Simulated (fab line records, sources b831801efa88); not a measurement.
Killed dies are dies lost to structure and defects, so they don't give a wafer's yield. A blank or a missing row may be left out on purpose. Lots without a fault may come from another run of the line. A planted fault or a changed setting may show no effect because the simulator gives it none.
Which tool did it? | flow gf180mcu | 13 lots, 39 wafers sampled, at 5 steps of a route of 602

WHAT THE GAUGES READ, wafer by wafer
GF_VT_IMPLANT_RS_MEAS_48: measures by four-point-probe.
lot  | measured     | on            | LVPWELL_RS (ohm/sq)
L107 | day 8 06:33  | film_metro-04 | 1189 1192 1189
L109 | day 8 18:06  | film_metro-04 | 1197 1196 1196
L108 | day 8 19:35  | film_metro-03 | 1193 1189 1191
L111 | day 9 04:11  | film_metro-04 | 1190 1189 1196
L112 | day 9 18:08  | film_metro-03 | 1198 1198 1194
L114 | day 10 04:35 | film_metro-04 | 1200 1203 1202
L118 | day 11 05:36 | film_metro-04 | 1190 1194 1194
L119 | day 11 10:16 | film_metro-03 | 1191 1191 1194
L120 | day 11 17:20 | film_metro-04 | 1197 1195 1195
L126 | day 13 11:57 | film_metro-01 | 1194 1192 1196
L127 | day 13 20:11 | film_metro-03 | 1198 1195 1198
L128 | day 14 01:22 | film_metro-03 | 1197 1199 1198
L129 | day 14 10:43 | film_metro-01 | 1188 1187 1186

GF_HV_LDD_TW_MEAS_23.
lot  | measured     | on            | HV_LDD_2_TW
L107 | day 11 13:52 | film_metro-01 | 1064 1072 1066
L109 | day 12 03:34 | film_metro-01 | 1070 1066 1066
L108 | day 12 06:02 | film_metro-04 | 1071 1073 1066
L111 | day 12 18:08 | film_metro-03 | 1048 1047 1056
L112 | day 13 05:07 | film_metro-03 | 1046 1050 1048
L114 | day 13 21:43 | film_metro-04 | 1065 1077 1069
L118 | day 14 23:22 | film_metro-04 | 1062 1064 1064
L119 | day 15 03:40 | film_metro-01 | 1069 1070 1063
L120 | day 15 11:54 | film_metro-01 | 1067 1073 1063
L126 | day 17 14:17 | film_metro-03 | 1046 1042 1037
L127 | day 18 00:14 | film_metro-03 | 1038 1041 1040
L128 | day 18 05:20 | film_metro-01 | 1071 1068 1068
L129 | day 18 13:41 | film_metro-03 | 1036 1037 1034

GF_HV_LDD_RS_MEAS_53: measures by four-point-probe.
lot  | measured     | on            | HV_LDD_RS (ohm/sq)
L107 | day 13 06:18 | film_metro-04 | 417.7 417.5 416.7
L109 | day 13 21:07 | film_metro-03 | 418.8 417.5 417.8
L108 | day 13 23:32 | film_metro-01 | 417.8 415.2 416.8
L111 | day 14 11:47 | film_metro-03 | 418.6 418.7 418.5
L112 | day 15 00:46 | film_metro-03 | 418.2 418.1 418.8
L114 | day 15 18:56 | film_metro-03 | 418.5 417.9 417.6
L118 | day 16 21:26 | film_metro-04 | 417.4 417.6 417.1
L119 | day 17 01:16 | film_metro-04 | 420.8 421.8 422.4
L120 | day 17 10:24 | film_metro-04 | 421.7 420.8 421.2
L126 | day 19 15:56 | film_metro-04 | 416.7 416.3 417.0
L127 | day 20 02:49 | film_metro-04 | 416.3 417.1 415.3
L128 | day 20 07:17 | film_metro-01 | 417.6 417.1 416.7
L129 | day 20 16:47 | film_metro-01 | 415.3 416.5 416.8

WHICH TOOL RAN EACH LOT (tool, then ch and the chambers of the sampled wafers, then the start)
lot  | GF_POLY_GATE_STRIP_14                | GF_HV_LDD_IMPLANT_33
L107 | plasma_asher-01 ch 0,1, day 9 22:46  | implanter-02 ch 0, day 12 09:46
L109 | plasma_asher-04 ch 0,1, day 10 11:51 | implanter-01 ch 0, day 12 23:28
L108 | plasma_asher-04 ch 0,1, day 10 13:42 | implanter-01 ch 0, day 13 01:31
L111 | plasma_asher-04 ch 0,1, day 11 00:55 | implanter-01 ch 0, day 13 14:13
L112 | plasma_asher-01 ch 0,1, day 11 12:26 | implanter-04 ch 0, day 14 02:17
L114 | plasma_asher-04 ch 0,1, day 12 02:27 | implanter-04 ch 0, day 14 18:37
L118 | plasma_asher-01 ch 0,1, day 13 02:46 | implanter-01 ch 0, day 15 21:22
L119 | plasma_asher-01 ch 0,1, day 13 06:07 | implanter-04 ch 0, day 16 01:29
L120 | plasma_asher-01 ch 0,1, day 13 14:28 | implanter-04 ch 0, day 16 09:40
L126 | plasma_asher-04 ch 0,1, day 15 13:18 | implanter-02 ch 0, day 18 13:40
L127 | plasma_asher-01 ch 0,1, day 15 22:48 | implanter-01 ch 0, day 19 00:37
L128 | plasma_asher-04 ch 0,1, day 16 03:23 | implanter-01 ch 0, day 19 05:49
L129 | plasma_asher-01 ch 1, day 16 12:25   | implanter-01 ch 0, day 19 14:53
- GF_POLY_GATE_STRIP_14: strips in O2/N2.
- GF_HV_LDD_IMPLANT_33

WHAT THE TOOLS THEMSELVES READ (means of the sampled wafers that have a number; where no wafer has one, the mark that the record gives instead)
GF_POLY_GATE_STRIP_14.
lot  | tool            | drypump_motor_current_A (A) | heater_power_w (W) | o2_flow_sccm (sccm) | oes_product_au (a.u.)
L107 | plasma_asher-01 | 5.84                        | 318                | 3000                | 0.508
L109 | plasma_asher-04 | 5.24                        | 369                | 2996                | 0.509
L108 | plasma_asher-04 | 5.43                        | 380                | 2996                | 0.505
L111 | plasma_asher-04 | 5.44                        | 373                | 2995                | 0.506
L112 | plasma_asher-01 | 5.83                        | 326                | 2994                | 0.507
L114 | plasma_asher-04 | 5.45                        | 379                | 2997                | 0.500
L118 | plasma_asher-01 | 5.79                        | 335                | 2992                | 0.506
L119 | plasma_asher-01 | 5.78                        | 338                | 3011                | 0.506
L120 | plasma_asher-01 | 5.79                        | 336                | 3001                | 0.509
L126 | plasma_asher-04 | 5.43                        | 374                | 2989                | 0.507
L127 | plasma_asher-01 | 5.84                        | 325                | 3006                | 0.506
L128 | plasma_asher-04 | 5.28                        | 366                | 3003                | 0.506
L129 | plasma_asher-01 | 5.74                        | 353                | 3006                | 0.504

GF_HV_LDD_IMPLANT_33.
lot  | tool         | beam_energy_keV | beam_on_s (s) | faraday_current_uA
L107 | implanter-02 | 59.989          | 9.91          | 42.6
L109 | implanter-01 | 60.004          | 9.99          | 42.2
L108 | implanter-01 | 59.984          | 9.79          | 43.2
L111 | implanter-01 | 60.003          | 9.90          | 42.7
L112 | implanter-04 | 59.999          | 9.95          | 42.5
L114 | implanter-04 | 59.975          | 10.00         | 42.4
L118 | implanter-01 | 60.006          | 9.93          | 42.7
L119 | implanter-04 | 59.992          | 8.26          | 51.2
L120 | implanter-04 | 60.015          | 8.21          | 51.4
L126 | implanter-02 | 60.006          | 10.03         | 42.1
L127 | implanter-01 | 60.007          | 9.99          | 42.2
L128 | implanter-01 | 60.004          | 9.80          | 43.3
L129 | implanter-01 | 59.998          | 10.05         | 42.2

THE ANSWER, worked out from the rows above alone
Rule: what is usual is taken from the lots themselves. Put in order of their means at a reading, lots are off if they are a third of the lots or fewer, leave a main group of 4 or more, and stand apart from it by a gap of 3 or more times the standard deviation of the main group's means; of several such gaps the widest counts. A main group whose means are all the same, to the digits that the tables above print for the reading, isn't used. A lot without any number at a reading at which 4 lots or more have one is off too. The other lots that the step has rows for count as sound. The gauges are gone through in route order, then the tools' own readings, and for those a lot's mean is taken as printed above. The first step at which some lot is off is used, and at that step the reading that is off furthest; a lot without a number counts as furthest.
Off: L119, L120, at GF_HV_LDD_RS_MEAS_53 (HV_LDD_RS). The main group: mean 417.3 ohm/sq, standard deviation 0.8.
A tool fits if, at a process step before that reading, it ran every lot that is off, and no sound lot after the first of them. The gauges at GF_HV_LDD_RS_MEAS_53 aren't tried: what is off there is off at GF_HV_LDD_IMPLANT_33 too, on other tools, and a gauge's error can't cause that. One fits: implanter-04 at GF_HV_LDD_IMPLANT_33. Its last sound lot is L114 (day 14 18:37), its first lot that is off L119 (day 16 01:29): a fault that began between those two fits.
The tool's own readings at GF_HV_LDD_IMPLANT_33 bear it out: on the lots that are off they differ by more than 5 times the standard deviation of the sound lots' means. beam_on_s reads 8.23 s there against 9.94 s on the sound lots; faraday_current_uA reads 51.3 there against 42.6 on the sound lots.

WHAT THE SIMULATOR HAD PUT IN
Process parameter drift: implanter-04, from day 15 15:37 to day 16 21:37, at GF_HV_LDD_IMPLANT_33. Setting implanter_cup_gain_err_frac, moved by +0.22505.
Lots struck among those shown: L119, L120. The rule above found the same.
